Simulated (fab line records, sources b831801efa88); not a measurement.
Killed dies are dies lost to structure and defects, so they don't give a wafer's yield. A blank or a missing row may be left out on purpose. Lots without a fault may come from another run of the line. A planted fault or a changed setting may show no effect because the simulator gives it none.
Which tool did it? | flow sky130 | 12 lots, 36 wafers sampled, at 2 steps of a route of 708

WHAT THE GAUGES READ, wafer by wafer
SKY_VIA3_BOW_MEAS_03.
lot  | measured     | on            | VIA3_BOW (um)
L299 | day 38 23:42 | film_metro-02 | 70 83 76
L301 | day 39 10:16 | film_metro-02 | 90 83 81
L304 | day 40 14:27 | film_metro-02 | 85 80 85
L305 | day 40 15:31 | film_metro-03 | 81 81 79
L306 | day 41 10:14 | film_metro-03 | 71 73 71
L307 | day 41 18:18 | film_metro-01 | 78 83 82
L308 | day 41 19:19 | film_metro-01 | 93 79 83
L311 | day 42 12:26 | film_metro-02 | 74 76 75
L313 | day 43 03:35 | film_metro-03 | 67 76 77
L317 | day 44 03:15 | film_metro-03 | 72 79 72
L319 | day 44 14:04 | film_metro-02 | 98 95 94
L320 | day 44 20:16 | film_metro-01 | 80 88 81

SKY_VIA3_CD_MEAS_12: target cd 200 nm.
lot  | measured     | on        | cd_nm (nm)
L299 | day 39 23:54 | cd_sem-01 | 201.9 199.9 200.0
L301 | day 40 10:36 | cd_sem-01 | 200.5 199.4 199.9
L304 | day 41 15:28 | cd_sem-01 | 198.1 199.2 198.5
L305 | day 41 15:45 | cd_sem-01 | 201.5 201.1 202.6
L306 | day 42 10:37 | cd_sem-01 | 197.1 197.2 197.6
L307 | day 42 18:12 | cd_sem-01 | 199.5 200.0 200.2
L308 | day 42 18:38 | cd_sem-02 | 200.7 201.1 200.8
L311 | day 43 11:20 | cd_sem-02 | 201.0 201.9 202.4
L313 | day 44 02:48 | cd_sem-01 | 198.0 198.3 197.9
L317 | day 45 02:05 | cd_sem-02 | 200.7 200.0 200.8
L319 | day 45 12:51 | cd_sem-01 | 200.8 201.9 201.2
L320 | day 45 18:25 | cd_sem-02 | 199.8 199.5 199.8

WHICH TOOL RAN EACH LOT (tool, then ch and the chambers of the sampled wafers, then the start)
The record holds no process step before these readings.

WHAT THE TOOLS THEMSELVES READ (means of the sampled wafers that have a number; where no wafer has one, the mark that the record gives instead)
The record holds no such reading with a usual standard deviation.

THE ANSWER, worked out from the rows above alone
Rule: what is usual is taken from the lots themselves. Put in order of their means at a reading, lots are off if they are a third of the lots or fewer, leave a main group of 4 or more, and stand apart from it by a gap of 3 or more times the standard deviation of the main group's means; of several such gaps the widest counts. A main group whose means are all the same, to the digits that the tables above print for the reading, isn't used. A lot without any number at a reading at which 4 lots or more have one is off too. The other lots that the step has rows for count as sound. The gauges are gone through in route order, then the tools' own readings, and for those a lot's mean is taken as printed above. The first step at which some lot is off is used, and at that step the reading that is off furthest; a lot without a number counts as furthest.
No lot is off at any reading shown: from this, nothing can be told.

WHAT THE SIMULATOR HAD PUT IN
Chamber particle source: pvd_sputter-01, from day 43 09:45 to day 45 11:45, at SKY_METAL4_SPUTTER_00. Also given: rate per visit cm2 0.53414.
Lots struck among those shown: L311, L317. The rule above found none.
